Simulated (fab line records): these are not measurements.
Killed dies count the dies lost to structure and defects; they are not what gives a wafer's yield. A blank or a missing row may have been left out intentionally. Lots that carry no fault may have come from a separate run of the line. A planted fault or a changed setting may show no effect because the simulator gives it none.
The tool behind it: which one? + flow sky130 + 6 lots, 17 wafers sampled, at 3 steps of a route of 708

== WHAT THE GAUGES SHOWED, per wafer ==
SKY_CONTACT_CD_MEAS_14: target cd 170 nm.
| lot  | measured     | on        | cd_nm (nm)        |
|------|--------------|-----------|-------------------|
| L736 | day 33 05:14 | cd_sem-01 | 170.6 171.0 169.7 |
| L740 | day 33 18:20 | cd_sem-01 | 171.3 172.2 170.7 |
| L739 | day 34 00:46 | cd_sem-02 | 171.0 170.7 172.1 |
| L751 | day 36 21:01 | cd_sem-02 | 102.0 169.9 169.5 |
| L752 | day 37 05:19 | cd_sem-02 | 105.2 171.3       |
| L757 | day 38 06:34 | cd_sem-01 | 168.1 169.4 169.8 |

== WHICH TOOL RAN EACH LOT (tool, then ch and the chambers of the sampled wafers, then the start) ==
| lot  | SKY_LI_CONTACT_SPUTTER_20    | SKY_CONTACT_EXPOSE_11             |
|------|------------------------------|-----------------------------------|
| L736 | pvd_sputter-04, day 30 20:19 | krf_scanner-02 ch 0, day 32 15:56 |
| L740 | pvd_sputter-02, day 31 10:27 | krf_scanner-02 ch 0, day 33 05:29 |
| L739 | pvd_sputter-01, day 31 15:30 | krf_scanner-01 ch 0, day 33 11:34 |
| L751 | pvd_sputter-01, day 34 13:51 | krf_scanner-01 ch 0, day 36 08:02 |
| L752 | pvd_sputter-01, day 34 22:51 | krf_scanner-01 ch 0, day 36 16:19 |
| L757 | pvd_sputter-04, day 36 00:21 | krf_scanner-02 ch 0, day 37 18:36 |
- SKY_LI_CONTACT_SPUTTER_20: material TiN, target thk 20 nm, time 80 s.
- SKY_CONTACT_EXPOSE_11: exposes mask CTM1, target cd 170 nm.

== THE ANSWER, worked out from the rows above alone ==
Rule: the lots themselves supply what counts as usual. The widest of any qualifying gaps counts: lots, ordered by their means at a reading, are off when they make up no more than a third of the lots, leave a main group of 4 or more, and stand apart from it by 3 or more times the standard deviation of that group's means. A main group is skipped when, at the precision printed for the reading in the tables above, its means are all equal. A lot without any number at a reading at which 4 lots or more have one is off too. Where the step has rows for the other lots, those lots are counted as sound.
Off at SKY_CONTACT_CD_MEAS_14 (cd_nm): L751, L752. The main group: mean 170.6 nm, standard deviation 0.92.
If a tool, at a process step before that reading, ran all the lots that are off and no sound lot after the first of them, it fits. The gauges at SKY_CONTACT_CD_MEAS_14 are tried like those tools. Can't be told from this: 3 tools fit, pvd_sputter-01 at SKY_LI_CONTACT_SPUTTER_20, krf_scanner-01 at SKY_CONTACT_EXPOSE_11, cd_sem-02 at SKY_CONTACT_CD_MEAS_14.

== WHAT THE SIMULATOR HAD PUT IN ==
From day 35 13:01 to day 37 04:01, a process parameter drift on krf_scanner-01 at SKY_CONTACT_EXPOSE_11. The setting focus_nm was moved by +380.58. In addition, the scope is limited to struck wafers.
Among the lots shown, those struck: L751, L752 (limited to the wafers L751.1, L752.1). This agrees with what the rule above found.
